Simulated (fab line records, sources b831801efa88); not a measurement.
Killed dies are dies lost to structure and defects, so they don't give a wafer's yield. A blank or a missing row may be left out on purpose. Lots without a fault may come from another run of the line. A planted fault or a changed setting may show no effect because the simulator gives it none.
fab line records | flow sky130
record lots=6 wafers=18 last_day=49
route steps=708 shown CAP2M@604 METAL4@621 VIA4@639 PAD_OPEN@708
lots that met no fault: from a run of the same line without faults
start_h: hours from the record's first day to the start of the lot's first wafer shown | wait_h: hours since the lot's step before | " the same as in the row above | L1.1+2: a row that stands for several wafers | - no value, or no start given | * or withheld: withheld | < > ~ a bound
route shown NAME@n: a module of which the file shows steps, and the number in the route of the first | usual: mean/standard deviation of fault-free wafers | same: alike in all rows | chamber/n: place in a boat | sites: the reading at each site | _std_site: their standard deviation | _edge_site: outer sites' mean less inner sites' | radius_mm: how far each site lies from the wafer's centre | mask NAME#n: copy n | behind: the tool/chamber that last shaped the wafer | hold: why the lot was held/for how many hours/how that ended | device: the transistor (n, p or np) that didn't switch | end of line: the same wafers' tests at the end of the route | a step without rows: its recipe alone | killed: dies lost to structure and defects at the first sort, not the wafer's yield | map: a wafer's dies, x killed, . not, _ none there
set.NAME: the setting as run; set.NAME@STEP: as run at that earlier step | model.NAME: the simulator's own value behind a step, which no gauge read
lots at some steps of the route; a table a step, a row a wafer
services: from which hour (start_h, from the record's first day; less than 0 if before it) a tool's chamber was out of use, for how many hours, and why
## steps
# step SKY_CAP2M_THK_MEAS_01
# recipe reads=SiO2_of_CAP2M_CVD_00
# usual CAP2M_CVD_00_THK=15.51/0.21
# columns lot.wafer tool chamber start_h wait_h CAP2M_CVD_00_THK[nm]
L438.1 film_metro-04 - 926.74 - 15.88
L438.3 " - " " 15.89
L438.5 " - " " 15.83
L439.2 film_metro-01 - 935.53 - 15.46
L439.3 " - " " 15.53
L439.5 " - " " 15.77
L444.1 film_metro-02 - 980.56 - 15.22
L444.2 " - " " 15.44
L444.6 " - " " 15.38
L451.1 film_metro-02 - 1029.50 - 15.31
L451.3 " - " " 15.40
L451.6 " - " " 15.65
L453.1 film_metro-01 - 1037.16 - 15.47
L453.2 " - " " 15.22
L453.5 " - " " 15.72
L456.1 film_metro-02 - 1058.73 - 15.24
L456.4 " - " " 15.79
L456.5 " - " " 15.27
# step SKY_CAP2M_SPUTTER_02
# recipe material=TiN target_thk_nm=200 temp_c=300 power_w=6500 time_s=166.7 chamber_pressure_pa=0.4
# usual throttle_valve_pct=30.2/0.55
# columns lot.wafer tool chamber start_h wait_h throttle_valve_pct
L438.1 pvd_sputter-03 - 926.80 0.1 30.8
L438.3 " - " " 30.3
L438.5 " - " " 30.2
L439.2 pvd_sputter-02 - 935.58 0.0 29.5
L439.3 " - " " 30.2
L439.5 " - " " 29.4
L444.1 pvd_sputter-01 - 980.62 0.1 30.1
L444.2 " - " " 30.4
L444.6 " - " " 30.1
L451.1 pvd_sputter-01 - 1029.56 0.1 29.8
L451.3 " - " " 30.4
L451.6 " - " " 29.9
L453.1 pvd_sputter-01 - 1037.22 0.1 30.1
L453.2 " - " " 29.9
L453.5 " - " " 29.6
L456.1 pvd_sputter-03 - 1058.79 0.1 29.9
L456.4 " - " " 30.8
L456.5 " - " " 30.8
# step SKY_CAP2M_RS_MEAS_03
# recipe thk_meas_gauge=four-point-probe reads=TiN_of_CAP2M_SPUTTER_02
# usual CAP2M_TIN_RS=6.91/0.068
# columns lot.wafer tool chamber start_h wait_h CAP2M_TIN_RS[ohm/sq]
L438.1 film_metro-01 - 926.91 0.1 6.87
L438.3 " - " " 6.83
L438.5 " - " " 6.87
L439.2 film_metro-02 - 935.71 0.1 6.92
L439.3 " - " " 6.92
L439.5 " - " " 6.93
L444.1 film_metro-02 - 980.73 0.1 6.96
L444.2 " - " " 6.96
L444.6 " - " " 7.01
L451.1 film_metro-02 - 1029.67 0.1 6.99
L451.3 " - " " 6.93
L451.6 " - " " 6.93
L453.1 film_metro-02 - 1037.33 0.1 6.96
L453.2 " - " " 6.94
L453.5 " - " " 6.98
L456.1 film_metro-04 - 1058.90 0.1 6.88
L456.4 " - " " 6.86
L456.5 " - " " 6.90
# step SKY_CAP2M_THK_MEAS_04
# recipe thk_meas_gauge=xrf reads=TiN_of_CAP2M_SPUTTER_02
# usual CAP2M_TIN_THK=205.3/2.8
# columns lot.wafer tool chamber start_h wait_h CAP2M_TIN_THK[nm]
L438.1 film_metro-01 - 927.03 0.1 205.9
L438.3 " - " " 207.7
L438.5 " - " " 205.8
L439.2 film_metro-02 - 935.82 0.1 202.3
L439.3 " - " " 202.8
L439.5 " - " " 201.4
L444.1 film_metro-02 - 980.85 0.1 201.6
L444.2 " - " " 202.3
L444.6 " - " " 200.3
L451.1 film_metro-02 - 1029.79 0.1 203.6
L451.3 " - " " 206.1
L451.6 " - " " 204.9
L453.1 film_metro-02 - 1037.45 0.1 200.9
L453.2 " - " " 201.5
L453.5 " - " " 201.3
L456.1 film_metro-04 - 1059.02 0.1 208.5
L456.4 " - " " 208.8
L456.5 " - " " 206.4
# step SKY_CAP2M_DEHYDRATE_05
# recipe temp_c=200 time_s=60
# step SKY_CAP2M_HMDS_06
# recipe prime_time_s=60 prime_temp_c=120
# step SKY_CAP2M_COAT_07
# recipe resist=NOVOLAK spin_rpm=3000 resist_thk_nm=1140
# step SKY_CAP2M_SOFTBAKE_08
# recipe temp_c=90 time_s=60 resist=NOVOLAK
# step SKY_CAP2M_EXPOSE_09
# recipe mask_id=CAP2M na=0.6 source_shape=conventional sigma_outer=0.6 polarization=unpolarized target_cd_nm=1000 dose_mj=159
# step SKY_CAP2M_PEB_10
# recipe temp_c=withheld time_s=* resist=NOVOLAK
# step SKY_CAP2M_DEVELOP_11
# recipe resist=NOVOLAK developer=TMAH develop_time_s=60 dev_temp_c=23
# step SKY_CAP2M_OVL_MEAS_12
# usual CAP2M_OVL=-1.6/1.5
# columns lot.wafer tool chamber start_h wait_h CAP2M_OVL[nm]
L438.1 overlay-02 - 951.49 0.1 -1.4
L438.3 " - " " -1.9
L438.5 " - " " -2.7
L439.2 overlay-01 - 960.17 0.1 -1.4
L439.3 " - " " -2.6
L439.5 " - " " -2.5
L444.1 overlay-02 - 1004.19 0.1 -2.7
L444.2 " - " " -2.9
L444.6 " - " " -4.3
L451.1 overlay-02 - 1051.35 0.1 -0.1
L451.3 " - " " -1.2
L451.6 " - " " -2.0
L453.1 overlay-01 - 1059.74 0.1 -1.4
L453.2 " - " " -0.5
L453.5 " - " " -0.7
L456.1 overlay-02 - 1080.14 0.1 -2.4
L456.4 " - " " -0.5
L456.5 " - " " -0.2
# step SKY_CAP2M_METAL_ETCH_13
# recipe target_depth_nm=220 stop_on=SiO2 chemistry=Cl2/BCl3 target=TiN pressure_mtorr=10 icp_w=900 bias_w=48.5 Cl2_flow_sccm=60 bcl3_flow_sccm=30 time_s=62.9
# usual drypump_motor_current_A=5.6/0.4 oes_product_au=0.941/0.0069 throttle_valve_pct=21.902/0.01
# columns lot.wafer tool chamber start_h wait_h drypump_motor_current_A oes_product_au rf_hours_counter_h throttle_valve_pct
L438.1 rie_metal-04 1 951.53 0.0 5.2 0.938 0 21.912
L438.3 " 1 " " 5.2 0.951 - 21.903
L438.5 " 1 " " 5.2 0.944 - 21.895
L439.2 rie_metal-01 1 960.20 0.0 5.5 0.936 12 21.916
L439.3 " 0 " " 5.7 0.946 - 21.892
L439.5 " 0 " " 5.6 0.937 - 21.910
L444.1 rie_metal-01 1 1004.23 0.0 5.5 0.938 14 21.909
L444.2 " 0 " " 5.6 0.932 8 21.914
L444.6 " 0 " " 5.6 0.931 - 21.895
L451.1 rie_metal-04 0 1051.39 0.0 6.1 0.940 18 21.919
L451.3 " 1 " " 5.2 0.939 - 21.910
L451.6 " 1 " " 5.2 0.944 - 21.902
L453.1 rie_metal-04 0 1059.78 0.0 6.1 0.934 18 21.908
L453.2 " 1 " " 5.2 0.945 6 21.891
L453.5 " 1 " " 5.2 0.941 - 21.902
L456.1 rie_metal-01 0 1080.18 0.0 5.6 0.943 12 21.906
L456.4 " 0 " " 5.6 0.941 - 21.884
L456.5 " 1 " " 5.4 0.939 - 21.905
# step SKY_CAP2M_STRIP_14
# recipe chemistry=O2/N2 power_w=1400 pressure_mtorr=1500 platen_temp_c=withheld o2_flow_sccm=3000 n2_flow_sccm=300 overash_fraction=0.5
# usual drypump_motor_current_A=5.7/0.53 oes_product_au=0.710/0.0047 strip_time_to_endpoint_s=12.67/0.04
# columns lot.wafer tool chamber start_h wait_h drypump_motor_current_A oes_product_au rf_hours_counter_h strip_time_to_endpoint_s
L438.1 plasma_asher-01 0 951.60 0.1 6.5 0.710 81 12.62
L438.3 " 0 " " 6.5 0.708 - 12.66
L438.5 " 1 " " 4.9 0.718 - 12.72
L439.2 plasma_asher-02 1 960.28 0.1 6.2 0.712 115 12.68
L439.3 " 1 " " 6.2 0.699 - 12.73
L439.5 " 0 " " 5.9 0.710 - 12.67
L444.1 plasma_asher-02 1 1004.30 0.1 6.2 0.721 119 12.66
L444.2 " 0 " " 5.9 0.709 119 12.71
L444.6 " 1 " " 6.2 0.711 - 12.67
L451.1 plasma_asher-01 1 1051.46 0.1 5.0 0.718 90 12.62
L451.3 " 1 " " 5.0 0.712 - 12.70
L451.6 " 0 " " 6.5 0.709 - 12.68
L453.1 plasma_asher-01 1 1059.85 0.1 4.9 0.718 92 12.63
L453.2 " 0 " " 6.5 0.709 92 12.66
L453.5 " 0 " " 6.6 0.703 - 12.64
L456.1 plasma_asher-04 0 1080.25 0.1 5.3 0.710 34 12.58
L456.4 " 1 " " 5.5 0.710 - 12.58
L456.5 " 0 " " 5.3 0.704 - 12.62
# step SKY_CAP2M_STRIP_15
# recipe chemistry=post_etch_residue_remover time_s=1200 temp_c=72.5
# step SKY_CAP2M_CLEAN_16
# recipe chemistry=IPA time_s=180 temp_c=25
# step SKY_CAP2M_CLEAN_17
# recipe chemistry=O3/DIW dry=n2_spin
# step SKY_METAL4_DEHYDRATE_05
# recipe temp_c=200 time_s=60
# step SKY_METAL4_HMDS_06
# recipe prime_time_s=60 prime_temp_c=120
# step SKY_METAL4_COAT_07
# recipe resist=BARC temp_c=withheld time_s=withheld spin_rpm=3000 resist_thk_nm=60
# step SKY_METAL4_COAT_08
# recipe resist=KrF-thick spin_rpm=3000 resist_thk_nm=1140
# step SKY_METAL4_SOFTBAKE_09
# recipe temp_c=100 time_s=90 resist=KrF-thick
# step SKY_METAL4_EXPOSE_10
# recipe mask_id=MM4 na=0.68 source_shape=annular sigma_inner=0.4 sigma_outer=0.8 target_cd_nm=300 dose_mj=28
# step SKY_METAL4_PEB_11
# recipe peb_temp_c=withheld peb_time_s=withheld resist=KrF-thick
# step SKY_METAL4_DEVELOP_12
# recipe develop_time_s=60 resist=KrF-thick dev_temp_c=21
# step SKY_METAL4_CD_MEAS_13
# recipe target_cd_nm=300
# usual cd_nm=299.6/1.3
# columns lot.wafer tool chamber start_h wait_h cd_nm
L438.1 cd_sem-02 - 975.65 - 300.6
L438.3 " - " " 299.1
L438.5 " - " " 298.4
L439.2 cd_sem-02 - 984.42 - 298.0
L439.3 " - " " 298.2
L439.5 " - " " 298.2
L444.1 cd_sem-02 - 1027.75 - 300.1
L444.2 " - " " 298.6
L444.6 " - " " 299.1
L451.1 cd_sem-01 - 1072.00 - 298.5
L451.3 " - " " 298.0
L451.6 " - " " 300.0
L453.1 cd_sem-01 - 1081.74 - 302.2
L453.2 " - " " 301.5
L453.5 " - " " 302.0
L456.1 cd_sem-02 - 1101.65 - 300.9
L456.4 " - " " 299.3
L456.5 " - " " 299.3
# step SKY_METAL4_OVL_MEAS_14
# usual METAL4_OVL=1/6.1
# columns lot.wafer tool chamber start_h wait_h METAL4_OVL[nm]
L438.1 overlay-01 - 975.77 0.1 -1
L438.3 " - " " -2
L438.5 " - " " -4
L439.2 overlay-01 - 984.52 0.1 -3
L439.3 " - " " -3
L439.5 " - " " 3
L444.1 overlay-02 - 1027.87 0.1 1
L444.2 " - " " -1
L444.6 " - " " -6
L451.1 overlay-02 - 1072.12 0.1 10
L451.3 " - " " 2
L451.6 " - " " 2
L453.1 overlay-02 - 1081.86 0.1 6
L453.2 " - " " 1
L453.5 " - " " 1
L456.1 overlay-01 - 1101.77 0.1 -2
L456.4 " - " " -3
L456.5 " - " " -3
# step SKY_METAL4_DESCUM_15
# recipe chemistry=O2 source_power_w=150 bias_power_w=0 pressure_mtorr=10 temp_c=40 time_s=8
# usual drypump_motor_current_A=5.7/0.54 oes_product_au=1.003/0.0064 temp_c=39.99/0.1
# columns lot.wafer tool chamber start_h wait_h drypump_motor_current_A oes_product_au rf_hours_counter_h temp_c
L438.1 rie_metal-02 0 975.80 0.0 5.3 1.007 15 39.86
L438.3 " 1 " " 6.5 0.995 - 39.90
L438.5 " 1 " " 6.5 1.003 - 39.96
L439.2 rie_metal-02 1 984.55 0.0 6.4 0.993 14 39.92
L439.3 " 0 " " 5.4 1.010 - 40.10
L439.5 " 1 " " 6.4 0.999 - 39.95
L444.1 rie_metal-01 0 1027.91 0.0 5.7 1.015 10 39.99
L444.2 " 1 " " 5.4 1.006 15 40.16
L444.6 " 1 " " 5.4 0.995 - 40.10
L451.1 rie_metal-01 1 1072.16 0.0 5.5 1.008 19 39.92
L451.3 " 1 " " 5.5 1.000 - 39.99
L451.6 " 1 " " 5.4 1.002 - 40.08
L453.1 rie_metal-02 1 1081.90 0.0 6.4 1.010 20 40.01
L453.2 " 0 " " 5.3 1.012 22 40.05
L453.5 " 1 " " 6.5 0.995 - 40.13
L456.1 rie_metal-02 1 1101.80 0.0 6.4 1.008 21 39.97
L456.4 " 0 " " 5.3 1.016 - 39.97
L456.5 " 0 " " 5.3 1.013 - 40.09
# step SKY_METAL4_ETCH_16
# recipe chemistry=N2/H2 target=BARC ion_energy_ev=200 bias_w=100 pressure_mtorr=30 n2_flow_sccm=100 h2_flow_sccm=200 icp_w=500 stop_on=SiO2 time_s=88.2 target_depth_a=600
# usual drypump_motor_current_A=5.8/0.54 oes_product_au=0.626/0.0045 throttle_valve_pct=13.205/0.01
# columns lot.wafer tool chamber start_h wait_h drypump_motor_current_A oes_product_au rf_hours_counter_h throttle_valve_pct
L438.1 rie_metal-02 0 975.84 0.0 5.3 0.621 15 13.214
L438.3 " 1 " " 6.5 0.627 - 13.209
L438.5 " 1 " " 6.5 0.620 - 13.196
L439.2 rie_metal-02 1 984.59 0.0 6.5 0.624 14 13.220
L439.3 " 0 " " 5.3 0.626 - 13.202
L439.5 " 1 " " 6.5 0.631 - 13.205
L444.1 rie_metal-01 0 1027.94 0.0 5.6 0.631 10 13.193
L444.2 " 1 " " 5.5 0.622 15 13.192
L444.6 " 1 " " 5.5 0.622 - 13.198
L451.1 rie_metal-01 1 1072.22 0.1 5.5 0.629 19 13.187
L451.3 " 1 " " 5.5 0.622 - 13.201
L451.6 " 1 " " 5.5 0.635 - 13.223
L453.1 rie_metal-02 1 1081.93 0.0 6.5 0.627 20 13.194
L453.2 " 0 " " 5.3 0.624 22 13.205
L453.5 " 1 " " 6.5 0.626 - 13.217
L456.1 rie_metal-02 1 1101.84 0.0 6.5 0.631 21 13.232
L456.4 " 0 " " 5.3 0.627 - 13.222
L456.5 " 0 " " 5.3 0.636 - 13.206
# step SKY_METAL4_ETCH_17
# recipe target=SiO2 stop_on=TiN chemistry=C4F8/O2/Ar source_w=1500 bias_w=1200 pressure_mtorr=40 c4f8_flow_sccm=withheld O2_flow_sccm=6 Ar_flow_sccm=300 time_s=3.9 target_depth_a=150
# step SKY_METAL4_METAL_ETCH_18
# recipe target_depth_a=8450 stop_on=SiO2 over_etch_frac=0.3 time_s=183.1 chemistry=Cl2/BCl3 resist_sidewall_deg=88 pressure_mtorr=10 icp_w=900 bias_w=48.5 Cl2_flow_sccm=60 bcl3_flow_sccm=30
# step SKY_METAL4_STRIP_19
# recipe chemistry=O2/N2 power_w=1400 pressure_mtorr=1500 platen_temp_c=withheld o2_flow_sccm=3000 n2_flow_sccm=300 overash_fraction=0.5
# step SKY_METAL4_STRIP_20
# recipe chemistry=post_etch_residue_remover time_s=1200 temp_c=72.5
# step SKY_METAL4_CLEAN_21
# recipe chemistry=IPA time_s=180 temp_c=25
# step SKY_METAL4_CLEAN_22
# recipe chemistry=O3/DIW dry=n2_spin
# step SKY_VIA4_HDPCVD_00
# recipe material=SiO2 target_thk_nm=1750 sigma_open_frac=0.3 time_s=291.7 temp_c=400 sih4_flow_sccm=60 pressure_mtorr=6
# step SKY_VIA4_THK_MEAS_01
# recipe reads=SiO2_of_VIA4_HDPCVD_00
# usual VIA4_HDPCVD_THK=1744/17
# columns lot.wafer tool chamber start_h wait_h VIA4_HDPCVD_THK[nm]
L438.1 film_metro-03 - 976.90 0.1 1761
L438.3 " - " " 1761
L438.5 " - " " 1774
L439.2 film_metro-01 - 985.66 0.1 1753
L439.3 " - " " 1718
L439.5 " - " " 1748
L444.1 film_metro-02 - 1029.09 0.1 1743
L444.2 " - " " 1736
L444.6 " - " " 1729
L451.1 film_metro-03 - 1073.92 0.2 1739
L451.3 " - " " 1715
L451.6 " - " " 1741
L453.1 film_metro-01 - 1083.05 0.1 1740
L453.2 " - " " 1746
L453.5 " - " " 1733
L456.1 film_metro-01 - 1102.98 0.1 1729
L456.4 " - " " 1739
L456.5 " - " " 1747
# step SKY_VIA4_CMP_02
# recipe material=SiO2 down_force_psi=4 platen_rpm=60 pad_velocity_m_s=0.94248
# usual motor_current_A=11.5/1.4
# columns lot.wafer tool chamber start_h wait_h motor_current_A
L438.1 cmp-01 2 977.01 0.1 11.0
L438.3 " 0 " " 9.5
L438.5 " 2 " " 11.0
L439.3 cmp-02 1 985.71 0.0 11.2
L439.2 " 3 " " 11.6
L439.5 " 2 " " 11.2
L444.1 cmp-01 3 1029.20 0.1 10.8
L444.2 " 0 " " 9.6
L444.6 " 3 " " 11.1
L451.3 cmp-01 3 1074.08 0.1 11.3
L451.1 " 0 " " 9.6
L451.6 " 1 " " 12.8
L453.2 cmp-01 3 1083.16 0.1 10.6
L453.1 " 0 " " 9.9
L453.5 " 3 " " 10.8
L456.1 cmp-02 2 1103.04 0.1 11.7
L456.4 " 0 " " 14.7
L456.5 " 2 " " 11.2
# step SKY_VIA4_BOW_MEAS_03
# recipe mode=bow
# usual VIA4_BOW=78/8.9
# columns lot.wafer tool chamber start_h wait_h VIA4_BOW[um]
L438.1 film_metro-01 - 977.26 0.2 87
L438.3 " - " " 94
L438.5 " - " " 90
L439.2 film_metro-02 - 986.03 0.2 74
L439.3 " - " " 67
L439.5 " - " " 75
L444.1 film_metro-01 - 1029.45 0.2 88
L444.2 " - " " 87
L444.6 " - " " 79
L451.1 film_metro-03 - 1074.28 0.1 65
L451.3 " - " " 66
L451.6 " - " " 79
L453.1 film_metro-01 - 1083.41 0.1 72
L453.2 " - " " 73
L453.5 " - " " 77
L456.1 film_metro-02 - 1103.34 0.2 72
L456.4 " - " " 78
L456.5 " - " " 71
# step SKY_VIA4_DEHYDRATE_04
# recipe temp_c=200 time_s=60
# step SKY_VIA4_HMDS_05
# recipe prime_time_s=60 prime_temp_c=120
# step SKY_VIA4_COAT_06
# recipe resist=NOVOLAK spin_rpm=3000 resist_thk_nm=1140
# step SKY_PAD_OPEN_PROBE_99
# usual defect_limited_yield=82.2/1.9 killed_at_M0_to_M3=45/7.3 killed_at_M4_up=3.1/1.7 killed_at_contacts=25/5.1 killed_at_front_end=15/4.5 killed_at_other=0.3/0.56 killed_dies=88/9.4 killed_open=47/6.6 killed_short=40/6.9 sort_bin_3_pad_short=0.9/0.46 sort_bin_5_function=10.5/1.5 sort_bin_6_memory=6.4/1.1 sort_n_pass=404/9.4 sort_yield_pct=82.2/1.9
# same gross_dies=492 killed_at_back_side=0 sort_bin_4_leakage[%]=0 sort_bin_8_speed[%]=0
# columns lot.wafer tool chamber start_h wait_h defect_limited_yield[%] killed_at_M0_to_M3 killed_at_M4_up killed_at_contacts killed_at_front_end killed_at_other killed_dies killed_open killed_short sort_bin_3_pad_short[%] sort_bin_5_function[%] sort_bin_6_memory[%] sort_n_pass sort_yield_pct[%] model.etest.tester.sort_n_pass model.etest.tester.sort_yield_pct model.etest.tester.sort_bin_5_pct model.etest.tester.sort_bin_3_pct
L438.1 prober-01 - 1072.61 0.1 87.0 33 2 20 8 1 64 33 30 0.4 6.7 5.9 428 87.0 428 86.99 6.707 0.4065
L438.3 prober-01 - 1072.71 0.2 82.1 42 2 28 16 0 88 45 43 1.6 10.8 5.5 404 82.1 404 82.11 10.77 1.626
L438.5 prober-01 - 1072.81 0.2 79.7 41 0 33 25 1 100 42 57 1.0 12.0 7.3 392 79.7 392 79.67 11.99 1.016
L439.2 prober-02 - 1080.30 0.1 82.9 44 4 25 11 0 84 38 44 0.6 10.0 6.5 408 82.9 408 82.93 9.959 0.6098
L439.3 prober-02 - 1080.35 0.2 76.8 66 4 27 17 0 114 65 49 1.0 16.1 6.1 378 76.8 378 76.83 16.06 1.016
L439.5 prober-02 - 1080.45 0.2 82.1 42 2 27 17 0 88 36 51 1.6 10.0 6.3 404 82.1 404 82.11 9.959 1.626
L451.1 prober-02 - 1157.57 0.1 83.9 41 2 20 15 1 79 42 37 0.6 10.0 5.5 413 83.9 413 83.94 9.959 0.6098
L451.3 prober-02 - 1157.67 0.2 80.1 35 2 16 11 34 98 35 30 1.8 11.8 6.3 394 80.1 394 80.08 11.79 1.829
L451.6 prober-02 - 1157.82 0.2 75.2 51 3 27 8 33 122 49 40 1.8 16.9 6.1 370 75.2 370 75.2 16.87 1.829
L453.1 prober-01 - 1164.52 0.1 82.5 48 3 19 16 0 86 40 46 0.6 8.5 8.3 406 82.5 406 82.52 8.537 0.6098
L453.2 prober-01 - 1164.57 0.1 74.0 57 4 19 13 35 128 42 51 2.4 15.2 8.3 364 74.0 364 73.98 15.24 2.439
L453.5 prober-01 - 1164.72 0.2 76.2 37 3 29 13 35 117 47 35 1.2 15.2 7.3 375 76.2 375 76.22 15.24 1.22
L456.1 prober-02 - 1181.17 0.1 82.1 40 5 25 18 0 88 49 39 1.2 10.6 6.1 404 82.1 404 82.11 10.57 1.22
# killed by level:class
L438.1 CONTACT:geometric_particle:open=8 VIA1:geometric_particle:open=6 VIA2:geometric_particle:open=6 LI_CONTACT:geometric_particle:open=5 METAL1:geometric_particle:short=4 FIELD_ISO:geometric_particle:short=3 POLY_GATE:geometric_particle:short=3 VIA3:geometric_particle:open=3
L438.3 CONTACT:geometric_particle:open=9 LI_CONTACT:geometric_particle:open=8 VIA1:geometric_particle:open=8 METAL2:geometric_particle:short=8 POLY_GATE:geometric_particle:short=7 CONTACT:geometric_particle:short=6 VIA3:geometric_particle:open=5 VIA1:geometric_particle:short=5
L438.5 CONTACT:geometric_particle:short=9 VIA1:geometric_particle:open=9 POLY_GATE:geometric_particle:short=8 METAL1:geometric_particle:short=8 CONTACT:geometric_particle:open=7 VIA3:geometric_particle:open=6 LI_CONTACT:geometric_particle:open=6 METAL2:geometric_particle:short=6
L439.2 CONTACT:geometric_particle:open=10 VIA1:geometric_particle:open=10 METAL1:geometric_particle:short=7 POLY_GATE:geometric_particle:short=6 CONTACT:geometric_particle:short=5 LI_CONTACT:geometric_particle:open=4 VIA1:geometric_particle:short=4 METAL2:geometric_particle:short=4
L439.3 VIA1:geometric_particle:open=20 METAL2:geometric_particle:short=11 VIA2:geometric_particle:open=10 VIA3:geometric_particle:open=10 CONTACT:geometric_particle:short=8 CONTACT:geometric_particle:open=8 LOCAL_INTERCONNECT:geometric_particle:short=6 FIELD_ISO:geometric_particle:open=4
L439.5 CONTACT:geometric_particle:open=11 VIA1:geometric_particle:short=9 VIA1:geometric_particle:open=9 VIA2:geometric_particle:open=7 CONTACT:geometric_particle:short=6 FIELD_ISO:geometric_particle:short=5 POLY_GATE:geometric_particle:short=5 LI_CONTACT:geometric_particle:short=5
L451.1 CONTACT:geometric_particle:open=8 VIA1:geometric_particle:open=7 METAL2:geometric_particle:short=7 VIA2:geometric_particle:open=7 METAL1:geometric_particle:short=5 POLY_GATE:geometric_particle:open=4 LI_CONTACT:geometric_particle:short=4 LI_CONTACT:geometric_particle:open=4
L451.3 CAP2M:unspecified=33 VIA1:geometric_particle:open=7 LI_CONTACT:geometric_particle:open=6 CONTACT:geometric_particle:open=5 VIA2:geometric_particle:open=5 METAL1:geometric_particle:short=4 VIA1:geometric_particle:short=4 METAL3:geometric_particle:short=4
L451.6 CAP2M:unspecified=33 CONTACT:geometric_particle:open=14 VIA2:geometric_particle:open=9 VIA1:geometric_particle:open=8 VIA3:geometric_particle:open=8 METAL2:geometric_particle:short=8 METAL1:geometric_particle:short=6 VIA1:geometric_particle:short=5
L453.1 METAL1:geometric_particle:short=10 LI_CONTACT:geometric_particle:open=8 VIA1:geometric_particle:open=7 VIA3:geometric_particle:open=6 VIA3:geometric_particle:short=5 METAL2:geometric_particle:short=5 FIELD_ISO:geometric_particle:short=4 POLY_GATE:geometric_particle:open=4
L453.2 CAP2M:unspecified=35 VIA2:geometric_particle:open=10 METAL1:geometric_particle:short=10 VIA1:geometric_particle:open=9 CONTACT:geometric_particle:open=6 CONTACT:geometric_particle:short=5 VIA1:geometric_particle:short=5 METAL2:geometric_particle:short=5
L453.5 CAP2M:unspecified=35 VIA1:geometric_particle:open=14 CONTACT:geometric_particle:short=8 LI_CONTACT:geometric_particle:open=7 CONTACT:geometric_particle:open=7 VIA2:geometric_particle:open=7 VIA2:geometric_particle:short=6 FIELD_ISO:geometric_particle:open=4
L456.1 VIA1:geometric_particle:open=11 LI_CONTACT:geometric_particle:open=9 CONTACT:geometric_particle:open=9 VIA3:geometric_particle:open=8 FIELD_ISO:geometric_particle:short=6 FIELD_ISO:geometric_particle:open=5 METAL1:geometric_particle:short=5 METAL4:geometric_particle:short=5
# map L451.6 (x killed, . not)
__________...xx....x_________
________.....x........_______
______.....xx.x......x.._____
_____xx........x.........____
____.x..x.......x....xx...___
___.x...xx..xx........x....__
__...................x.xx..x_
_.x................xxxx...x..
_.......xx......x.......x.x..
_....x.x............x.x.x....
_...x.xx........x..x.........
_..x.......x.................
_........x.xx...x..x....x....
_..x...............x..x.x..x.
_x...x....x....x.x..x.x......
__.....xx...xx..xx.x.x...x.._
___x...x.....x..x.xxxx.x...__
____..xx..x.....x.xxxxxxx.___
_____...........xxxxxxxxx____
______..........x.xxxxxx_____
________..x....xx.xxxx_______
__________...x....xx_________
# map L453.2 (x killed, . not)
__________.........x_________
________xx...xx..x...._______
______x..............xxx_____
_____x.....x..........xx.____
____....x....x.x.......x..___
___x...x....xxx...x........__
__...x.....................x_
_x.x...x.....x..x.x........xx
_......x..x...x.x..x...x.....
_..............xx.....x..xx..
_..x..............x..xx.....x
_........x........x.....x....
_x..........x..x..x....xx.x..
_xx......x.............x.x...
_x......x..x.x.x...x.xx..x...
__..........x..x....xx......_
___..x..xx....xx..xxxxxxx..__
____..x...........xxxxxx.x___
_____x..x..x.....xxxxxxxx____
______.x........xxxxxxxx_____
________........x.xxxx_______
__________...x..xxxx_________
## services
# columns tool chamber start_h hours kind
cmp-02 - 905.78 0.4 repair
cmp-01 - 911.84 3.5 repair
cmp-01 - 915.38 4.0 pm
cmp-01 - 919.38 - consumable_replace:conditioner
cmp-01 - 923.43 2.0 repair
cmp-01 - 925.44 12.0 pm
pvd_sputter-02 - 942.03 25.1 repair
cmp-02 - 942.89 0.4 repair
rie_metal-01 - 946.37 10.0 pm
cmp-01 - 957.73 1.6 repair
cmp-01 - 959.40 9.4 pm
rie_metal-01 - 970.27 15.6 pm
cmp-01 - 991.48 0.4 repair
plasma_asher-01 - 1020.71 4.6 repair
pvd_sputter-02 - 1051.37 2.1 repair
plasma_asher-02 - 1051.81 13.1 repair
cmp-02 - 1054.28 2.1 repair
rie_metal-01 0 1054.41 21.0 repair
plasma_asher-02 - 1061.67 2.9 repair
plasma_asher-02 - 1064.91 9.0 pm
plasma_asher-01 - 1088.15 4.3 pm
rie_metal-01 - 1092.36 2.8 pm
cmp-02 - 1094.13 4.0 pm
cmp-01 - 1098.49 0.5 repair
## key
first_sign step=SKY_PAD_OPEN_PROBE_99 reading=killed_at_other direction=up sigmas=34 usual=0.3 struck=34.2
effect step=SKY_PAD_OPEN_PROBE_99 reading=sort_n_pass direction=down sigmas=3 usual=404 struck=376
model_effect step=SKY_PAD_OPEN_PROBE_99 value=etest.tester.sort_n_pass without=405.2 struck=375.8
met_at SKY_CAP2M_METAL_ETCH_13
struck_wafers L451.3,L451.6,L453.2,L453.5
onset_between 951.53 1051.39
fault kind=chamber_particle_source tool=rie_metal-04 chamber=1 onset_h=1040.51 steps=SKY_CAP2M_METAL_ETCH_13 rate_per_visit_cm2=0.44892 end_h=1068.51
